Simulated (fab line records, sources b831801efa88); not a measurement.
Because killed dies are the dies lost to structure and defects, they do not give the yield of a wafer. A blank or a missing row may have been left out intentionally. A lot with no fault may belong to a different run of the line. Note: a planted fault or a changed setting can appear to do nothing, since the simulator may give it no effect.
Problem report, 8D (eight disciplines) form, completed by code :: flow gf180mcu :: the parts of the form that need people (team, actions taken, sign-off) are left out

1. THE ISSUE
Across 2 wafers from 2 lots, STI_CVD_23_THK at GF_STI_THK_MEAS_24 averages 466 nm, while fault-free wafers read 649 nm with a standard deviation of 8.6. That is -21 standard deviations from the usual mean.
Earliest sighting: wafer L977.2 on filmMetro-03 at day 6 21:27. At this step, 40 wafers from 14 lots have a number in the record. Rule for "out" (also "out of limits"): further than 4 standard deviations from the usual mean. The rest of the wafers with a number are treated as sound.

2. WHAT IT IS; WHAT IT IS NOT
question: which readings at this step
is: STI_CVD_23_THK
is not: -

question: which lots
is: L977, L978
is not: L955, L957, L958, L960, L964, L965, L967, L969, L970, L971, L972, L973

question: which wafers of those lots
is: L977.2, L978.2
is not: L977.1, L978.6

question: read on which gauges
is: filmMetro-01, filmMetro-03
is not: filmMetro-04

question: when
is: from day 6 21:27
is not: up to then (37 sound wafers); but 1 sound wafer of L978 came after

3. WHAT RULES OUT EACH SUSPECT
Counting: if a tool at a process step up to the reading ran every lot that is out, it stays a suspect. Sound lots after the first of them don't rule it out here, since some wafers of a struck lot are sound.
- ruled out: the gauge at GF_STI_THK_MEAS_24. 2 gauges (filmMetro-01, filmMetro-03) read the wafers that are out.
- hdpcvd-02 at GF_STI_CVD_23 (deposits SiO2, target thk 650 nm, time 108.3 s): kept. It processed each lot that is out (first: L977, day 6 21:22); up to then, its last sound lot is L972 (day 5 19:20).
Left after counting: hdpcvd-02 at GF_STI_CVD_23.

4. THE CAUSE (what the simulator had put in)
hdpcvd-02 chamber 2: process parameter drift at GF_STI_CVD_23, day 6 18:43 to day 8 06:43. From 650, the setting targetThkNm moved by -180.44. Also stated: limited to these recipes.
After counting, this tool was the only one left.

5. SEQUENCE OF EFFECTS, ordered by route
Each row: a reading where the mean over the struck wafers with a number is more than 3 standard deviations away from the usual. Scope: only readings with a usual standard deviation given in the record; hours: median across lots of the time from each lot's start at the first step in this table that gives one to its start at this step; sigmas: change in usual standard deviations.
hours: 0
step: GF_STI_THK_MEAS_24
reading: STI_CVD_23_THK
usual: 649 nm
on struck wafers: 466
change: -183
sigmas: -21

hours: 0
step: GF_STI_CMP_25
reading: timeToEndpointS
usual: 127 s
on struck wafers: 90
change: -38
sigmas: -5.7
Process steps it contains:
- GF_STI_CMP_25: polishes, stops on Si3N4, t overpolish 33 s, target thk 524.6 nm.

6. HOW IT WOULD HAVE BEEN CAUGHT EARLIER
3 hours passed between the start of the fault at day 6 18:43 and the first reading out of limits at a measuring or inspecting step in this record, taken at day 6 21:27.
L978, from the lots that are out (2), started GF_STI_CVD_23 on hdpcvd-02 later than day 6 21:27. A hold on the tool at that time would have spared it.
